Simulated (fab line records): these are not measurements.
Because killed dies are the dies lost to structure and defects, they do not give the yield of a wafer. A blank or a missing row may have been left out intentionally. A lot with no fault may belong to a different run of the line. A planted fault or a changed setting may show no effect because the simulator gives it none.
The same fault as seen by 2 desks    flow gf180mcu    each desk has only its own numbers; what lay behind them comes last

== AT THE METROLOGY DESK ==
Means of the sampled wafers that have a number, per lot and without regard to the tool the lot ran on: this is what the gauges read. If a lot's mean is further than 4 standard deviations from the usual mean, the lot is out of limits and carries the mark OUT (the distance appears in the brackets).
Columns: A = V4_CVD_00_THK at GF_V4_THK_MEAS_01, usual 599 nm; B = V4_CVD_02_THK at GF_V4_THK_MEAS_03, usual 851 nm
lot   first seen here  A    B
L799  day 23 14:19     591  861
L800  day 23 20:40     594  855
L802  day 24 18:04     603  859
L803  day 24 23:43     597  839
L804  day 25 12:44     613  844
L805  day 25 20:44     602  845
L806  day 26 02:46     597  837
L807  day 26 08:16     595  866
L808  day 26 17:04     602  849
L809  day 27 02:47     600  874
L811  day 27 07:58     594  847
L810  day 27 08:20     593  852
L820  day 30 00:08     600  828
This desk's verdict: no lot among the 13 shows anything out of limits.

== AT THE TOOL OWNER'S DESK: pecvd-04 ==
The tool's own readings at GF_V4_CVD_02 (deposits SiO2 from TEOS, target thk 850 nm, time 94.851 s): means of the sampled wafers that have a number, for each lot that ran on this tool. If a lot's mean is further than 4 standard deviations from the usual mean, the lot is out of limits and carries the mark OUT (the distance appears in the brackets).
Columns: A = heaterPowerW at GF_V4_CVD_02, usual 715 W
lot   first seen here  A
L800  day 23 20:44     702
L803  day 24 23:47     721
L805  day 25 20:46     762
L820  day 30 00:11     674
This desk's verdict: no lot among the 4 shows anything out of limits.

== ALL TOGETHER ==
Nothing out of limits was seen by the metrology desk.
The tool owner's desk saw nothing out of limits.

== WHAT WAS PUT IN BY THE SIMULATOR ==
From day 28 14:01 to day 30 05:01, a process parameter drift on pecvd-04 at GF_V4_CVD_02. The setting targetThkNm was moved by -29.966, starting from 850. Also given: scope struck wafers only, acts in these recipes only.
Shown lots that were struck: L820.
